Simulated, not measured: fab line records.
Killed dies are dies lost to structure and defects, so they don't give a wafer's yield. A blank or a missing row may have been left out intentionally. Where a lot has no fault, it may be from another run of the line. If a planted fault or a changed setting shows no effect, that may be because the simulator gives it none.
Chamber matching    flow gf180mcu    cmp-02 running GF_V2_CMP_26: 4 sister chambers
The step polishes, stops on SiO2, t overpolish 15 s, target thk 0 nm. 4 wafers are shown with their chamber, then 9 later ones without.

== WAFERS, EACH WITH ITS CHAMBER ==
wafer   chamber  motor_current_A (A)
L243.6  3        8.3
L252.1  2        12.5
L252.2  0        11.1
L252.4  1        13.2

== WAFERS MISSING THEIR CHAMBER ==
wafer   motor_current_A (A)
L253.2  10.6
L253.5  12.8
L253.6  8.8
L254.2  12.6
L254.3  8.9
L254.4  12.1
L255.3  12.2
L255.5  8.5
L255.6  10.4

== WHICH CHAMBER EACH ONE RAN IN ==
wafer   from the rows above           in truth
L253.2  0                             0
L253.5  can't be placed: 2 or 1       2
L253.6  3                             3
L254.2  can't be placed: 2 or 1       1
L254.3  3                             3
L254.4  can't be placed: 2 or 0 or 1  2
L255.3  can't be placed: 2 or 1 or 0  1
L255.5  3                             3
L255.6  0                             0
Placed correctly: 5 of 9. Can't be placed from these rows: 4 (the true chamber is among the candidates in 4). 0 placed wrongly.
How it was worked out, from the rows above alone: a wafer's distance from a chamber is the root of the sum, over the readings, of the square of ((its reading less the chamber's mean) divided by the reading's scatter). The wafer belongs to the nearest chamber; if the next one is less than 2 further off, it can't be placed. Each chamber's mean is taken over the wafers shown for it. The scatter: root of mean squared gap, hidden wafer to nearest shown wafer, with one shown wafer a chamber.
